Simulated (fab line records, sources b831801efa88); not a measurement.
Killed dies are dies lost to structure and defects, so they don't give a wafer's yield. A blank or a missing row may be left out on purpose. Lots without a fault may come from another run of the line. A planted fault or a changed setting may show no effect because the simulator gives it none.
Chamber matching | flow sky130 | SKY_VIA2_CMP_24 on cmp-02: 4 sister chambers
The step polishes, stops on SiO2, t overpolish 20 s, target thk 0 nm. 4 wafers are shown with their chamber, then 7 later ones without.

WAFERS WITH THEIR CHAMBER
wafer  | chamber | motor_current_A (A)
L122.5 | 2       | 12.2
L130.5 | 1       | 8.5
L131.1 | 0       | 10.5
L131.5 | 3       | 11.3

WAFERS WITHOUT THEIR CHAMBER
wafer  | motor_current_A (A)
L131.6 | 10.5
L141.1 | 12.2
L141.4 | 10.2
L141.6 | 10.7
L142.1 | 11.5
L142.4 | 10.2
L142.6 | 8.5

WHICH CHAMBER EACH WENT THROUGH
wafer  | from the rows above | in truth
L131.6 | 0                   | 0
L141.1 | 2                   | 2
L141.4 | 0                   | 0
L141.6 | 0                   | 0
L142.1 | 3                   | 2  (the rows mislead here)
L142.4 | 0                   | 0
L142.6 | 1                   | 1
Placed correctly: 6 of 7. Can't be placed from these rows: 0. Placed wrongly: 1.
How it was worked out, from the rows above alone: a wafer's distance from a chamber is the root of the sum, over the readings, of the square of ((its reading less the chamber's mean) divided by the reading's scatter). The wafer belongs to the nearest chamber; if the next one is less than 2 further off, it can't be placed. A chamber's mean is the mean of its shown wafers. The scatter: with one shown wafer a chamber, the root of the mean of the squares of how far each hidden wafer lies from its nearest shown one.
